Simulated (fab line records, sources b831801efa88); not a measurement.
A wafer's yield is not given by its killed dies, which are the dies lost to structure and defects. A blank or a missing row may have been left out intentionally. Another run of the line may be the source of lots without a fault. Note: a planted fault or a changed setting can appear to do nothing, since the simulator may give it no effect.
One fault seen from 2 desks ; flow gf180mcu ; only its own numbers are on each desk; what lay behind them is given at the end

== AT THE METROLOGY DESK ==
What the gauges read for every lot (on any tool): the sampled wafers with a number, averaged. Any lot whose mean is over 4 standard deviations away from the usual mean is out of limits and marked OUT; that distance is given in the brackets.
Columns: A = V2_OVL at GF_V2_OVL_MEAS_15, usual 1 nm; B = V2_W_RS at GF_V2_RS_MEAS_24, usual 0.327 ohm/sq; C = V2_W_THK at GF_V2_THK_MEAS_25, usual 344 nm
lot;first seen here;A;B;C
L862;day 22 16:51;2;0.324;348
L863;day 23 01:08;-3;0.322;351
L869;day 25 00:41;3;0.334;336
L870;day 25 09:56;0;0.334;334
L873;day 26 08:56;0;0.322;353
L876;day 27 06:11;8;0.328;342
This desk's finding: nothing out of limits on any of the 6 lots.

== FOR THE TOOL OWNER'S DESK: pvdSputter-03 ==
The tool's own readings at GF_M3_SPUTTER_00 (material Ti, target thk 37.5 nm, time 150 s): means of the sampled wafers that have a number, for each lot that ran on this tool. Any lot whose mean is over 4 standard deviations away from the usual mean is out of limits and marked OUT; that distance is given in the brackets.
Columns: A = cathodeDcPowerW at GF_M3_SPUTTER_00, usual 4000.0 W; B = throttleValvePct at GF_M3_SPUTTER_00, usual 29.8 %
lot;first seen here;A;B
L862;day 22 18:39;4000.5;29.0
L869;day 25 02:04;4989.9 (+99 or more) OUT;29.5
L870;day 25 11:19;4989.8 (+99 or more) OUT;30.2
Finding of this desk: L869, L870 out of limits; the first was L869 at day 25 02:04, on cathodeDcPowerW at GF_M3_SPUTTER_00. Within limits: L862.

== TAKEN TOGETHER ==
At day 25 02:04, on L869, L870, the tool owner's desk was in a position to raise an alarm.
From the metrology desk's view, nothing was out of limits.
The metrology desk has L869, L870 on record, within its limits.
Every lot named ran GF_M3_SPUTTER_00 on pvdSputter-03.

== WHAT THE SIMULATOR HAD INSERTED ==
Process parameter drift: pvdSputter-03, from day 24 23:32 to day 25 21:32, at GF_M3_SPUTTER_00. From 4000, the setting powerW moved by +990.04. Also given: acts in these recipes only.
Shown lots that were struck: L869, L870.
Hours from the fault's start to each desk's first reading out of limits: the tool owner's desk, 3.
